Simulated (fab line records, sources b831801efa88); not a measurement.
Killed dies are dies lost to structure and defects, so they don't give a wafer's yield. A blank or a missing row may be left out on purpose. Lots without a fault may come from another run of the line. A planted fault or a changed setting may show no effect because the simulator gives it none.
Problem report in the 8D (eight disciplines) form, filled by code | flow gf180mcu | the parts of the form that need people (team, actions taken, sign-off) are left out

1. THE PROBLEM
time_to_endpoint_s at GF_CONTACT_CMP_04 reads a mean of 150 s on 1 wafer of 1 lot; wafers without a fault read 114 s with a standard deviation of 6. That is +6.0 standard deviations from the usual mean.
The step: polishes SiO2.
First seen on wafer L462.5, day 17 23:26, on cmp-02. The record holds 36 wafers of 12 lots with a number at this step. Rule for "out", or "out of limits": more than 4 standard deviations from the usual mean. The other wafers with a number count as sound.

2. WHAT IT IS AND WHAT IT IS NOT
question                    | is                 | is not
which readings at this step | time_to_endpoint_s | motor_current_A
which lots                  | L462               | L457, L458, L469, L470, L471, L472, L473, L474, L475, L476, L477
which wafers of those lots  | L462.5             | L462.3, L462.4
read on which tools         | cmp-02             | cmp-01
when                        | from day 17 23:26  | up to then (8 sound wafers); but 27 sound wafers of L469, L470, L471, L472, L473, L474, L475, L476, L477 came after

3. SUSPECTS, AND WHAT RULES EACH OUT
Counting: a tool at a process step up to the reading stays a suspect if it ran every lot that is out. Sound lots after the first of them don't rule it out here, since some wafers of a struck lot are sound.
- cmp-02 at GF_CONTACT_CMP_04 (polishes SiO2): kept. It ran the lot that is out, L462 (day 17 23:26); its last sound lot up to then is L458 (day 16 03:34). Its own readings are out on those wafers: time_to_endpoint_s.
- Within cmp-02 at GF_CONTACT_CMP_04: the wafers that are out ran in chamber 0; their sound lot-mates ran in chambers 2, 3.
Left after counting: cmp-02 at GF_CONTACT_CMP_04.

4. THE CAUSE (what the simulator had put in)
Process parameter drift: cmp-02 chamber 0, from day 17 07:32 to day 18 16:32, at GF_CONTACT_CMP_04. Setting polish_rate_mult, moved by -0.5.
Counting left only this tool.

5. THE CHAIN OF EFFECTS, in route order
Each row: a reading whose mean over the struck wafers that have a number lies more than 3 standard deviations from the usual. Only readings for which the record gives a usual standard deviation are gone through. hours: the time from each lot's start at the first step in this table that gives one to its start at this step, as a median over the lots. sigmas: the change in usual standard deviations.
hours | step               | reading            | usual      | on struck wafers | change | sigmas
0     | GF_CONTACT_CMP_04  | time_to_endpoint_s | 114 s      | 150              | +36    | +6.0
-     | GF_CONTACT_ETCH_17 | oes_product_au     | 0.815 a.u. | 0.869            | +0.054 | +12
The process steps in it:
- GF_CONTACT_CMP_04: polishes SiO2.
- GF_CONTACT_ETCH_17: etches SiO2 in C4F8/O2/Ar, stops on CoSi2, target depth 860 nm.
Later measuring or inspecting steps at which every struck wafer that the step has a row for has a number for every such reading, and none has moved that far: GF_CONTACT_BOW_MEAS_05, GF_M1_CD_MEAS_14.

6. WHAT WOULD HAVE CAUGHT IT SOONER
In this record the first reading out of limits was taken at day 17 23:26, 16 hours after the fault began at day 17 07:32.
